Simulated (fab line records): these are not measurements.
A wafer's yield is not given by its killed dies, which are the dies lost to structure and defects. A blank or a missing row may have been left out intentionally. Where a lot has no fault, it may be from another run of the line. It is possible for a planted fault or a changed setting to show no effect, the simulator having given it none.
Which tool is to blame? ; flow gf180mcu ; 12 lots, 34 wafers sampled, at 5 steps of a route of 602

== WHAT THE GAUGES READ, wafer by wafer ==
GF_STI_THK_MEAS_02. Usual: STI_OXIDATION_THK typically reads 9.99 nm, with standard deviation 0.17.
lot;measured;on;STI_OXIDATION_THK (nm);flag
L405;day 1 11:31;film metro-01;9.99 10.20 10.18;
L406;day 1 16:31;film metro-01;10.19 9.93 9.88;
L407;day 1 21:32;film metro-04;10.27 10.14 10.06;
L408;day 2 02:31;film metro-01;9.81 9.98 9.94;
L412;day 2 23:48;film metro-03;9.54 9.73;
L418;day 4 04:31;film metro-03;9.71 9.72;
L420;day 4 14:31;film metro-04;10.00 9.88 9.88;
L422;day 5 00:31;film metro-04;10.08 10.34 10.24;
L423;day 5 05:32;film metro-03;10.09 10.10 10.10;
L426;day 5 20:38;film metro-01;9.95 9.73 9.81;
L427;day 6 01:32;film metro-03;10.03 9.97 9.94;
L428;day 6 06:32;film metro-03;10.07 10.21 10.10;

GF_STI_THK_MEAS_24. Usual: STI_CVD_23_THK typically reads 648 nm, with standard deviation 5.9.
lot;measured;on;STI_CVD_23_THK (nm);flag
L405;day 2 03:47;film metro-04;653 659 641;
L406;day 2 09:12;film metro-01;655 642 654;
L407;day 2 13:55;film metro-01;648 646 643;
L408;day 2 18:53;film metro-04;652 637 648;
L412;day 3 17:32;film metro-01;648 657;
L418;day 4 22:53;film metro-03;650 645;
L420;day 5 08:07;film metro-04;643 642 653;
L422;day 5 19:23;film metro-01;643 648 646;
L423;day 6 00:07;film metro-03;651 657 654;
L426;day 6 17:40;film metro-03;651 647 650;
L427;day 7 00:00;film metro-01;645 643 651;
L428;day 7 03:53;film metro-01;649 652 645;

GF_NWELL_TW_MEAS_11. Usual: NWELL_TW typically reads 1580, with standard deviation 11.
lot;measured;on;NWELL_TW;flag
L405;day 3 08:40;film metro-03;1574 1573 1572;
L406;day 3 12:46;film metro-03;1576 1571 1570;
L407;day 3 17:48;film metro-03;1571 1574 1583;
L408;day 4 00:47;film metro-04;1586 1597 1582;
L412;day 5 00:26;film metro-02;1587 1576;
L418;day 6 07:47;film metro-02;1588 1574;
L420;day 6 18:39;film metro-03;1579 1574 1574;
L422;day 7 04:53;film metro-02;1565 1574 1569;
L423;day 7 11:05;film metro-04;1587 1595 1588;
L426;day 8 05:47;film metro-02;1581 1575 1580;
L427;day 8 14:36;film metro-03;1574 1572 1568;
L428;day 8 15:21;film metro-02;1572 1567 1568;

GF_VT_IMPLANT_RS_MEAS_47: the measuring method here is four-point-probe. Usual: NWELL_RS typically reads 487.7 ohm/sq, with standard deviation 1.4.
lot;measured;on;NWELL_RS (ohm/sq);flag
L405;day 7 15:32;film metro-03;485.6 485.6 486.8;
L406;day 7 21:24;film metro-04;487.5 488.0 489.7;
L407;day 8 01:46;film metro-03;486.7 486.3 487.9;
L408;day 8 11:04;film metro-04;487.3 487.3 486.7;
L412;day 9 15:22;film metro-03;479.0 488.3;
L418;day 11 06:57;film metro-02;482.1 489.9;
L420;day 11 19:55;film metro-04;486.8 487.7 488.5;
L422;day 12 07:17;film metro-02;487.7 489.5 487.2;
L423;day 12 13:16;film metro-04;488.1 488.4 487.0;
L426;day 13 13:50;film metro-02;487.0 487.3 487.9;
L427;day 13 22:40;film metro-03;486.4 487.3 486.8;
L428;day 14 02:13;film metro-04;485.8 486.1 486.4;

== WHAT TOOL EACH LOT RAN ON (gives the tool, then ch and the chambers of the sampled wafers, and finally the start) ==
lot;GF_NWELL_IMPLANT_09
L405;implanter-04 ch 0, day 3 08:25
L406;implanter-02 ch 0, day 3 12:31
L407;implanter-02 ch 0, day 3 17:35
L408;implanter-04 ch 0, day 4 00:32
L412;implanter-02 ch 0, day 5 00:11
L418;implanter-02 ch 0, day 6 07:34
L420;implanter-01 ch 0, day 6 18:24
L422;implanter-01 ch 0, day 7 04:40
L423;implanter-04 ch 0, day 7 10:52
L426;implanter-01 ch 0, day 8 05:34
L427;implanter-02 ch 0, day 8 14:23
L428;implanter-02 ch 0, day 8 15:08
- GF_NWELL_IMPLANT_09

== WHAT THE TOOLS THEMSELVES READ (means of the sampled wafers that have a number; where no wafer has one, the mark that the record gives instead) ==
GF_NWELL_IMPLANT_09. Usual: beam on s 10.00 s, standard deviation 0.21; faraday current uA 22.6, standard deviation 0.47.
lot;tool;beam on s (s);faraday current uA;flag
L405;implanter-04;9.87;22.9;
L406;implanter-02;10.05;22.4;
L407;implanter-02;10.08;22.4;
L408;implanter-04;9.81;22.9;
L412;implanter-02;10.66;21.2;OFF
L418;implanter-02;10.79;20.9;OFF
L420;implanter-01;9.92;22.7;
L422;implanter-01;10.03;22.6;
L423;implanter-04;9.80;23.1;
L426;implanter-01;9.99;22.6;
L427;implanter-02;9.84;23.0;
L428;implanter-02;9.84;23.0;

== THE ANSWER, worked out from the rows above alone ==
Rule: a lot is off if the mean of its wafers that have a number lies more than 3 standard deviations from the usual mean. Also off: a lot with no number at a reading for which 4 or more lots have one. Where the step has rows for the other lots, those lots are counted as sound. First the gauges in route order, then the tools' own readings, where a lot's mean is used as printed above. At the first step where some lot is off, the reading lying furthest off is the one used; lots without a number count as furthest.
Off: L412, L418 (GF_NWELL_IMPLANT_09, beam on s).
A tool fits if, at that step or a process step before it, it ran every lot that is off, and no sound lot after the first of them. None of those tried fits.

== WHAT THE SIMULATOR HAD PUT IN ==
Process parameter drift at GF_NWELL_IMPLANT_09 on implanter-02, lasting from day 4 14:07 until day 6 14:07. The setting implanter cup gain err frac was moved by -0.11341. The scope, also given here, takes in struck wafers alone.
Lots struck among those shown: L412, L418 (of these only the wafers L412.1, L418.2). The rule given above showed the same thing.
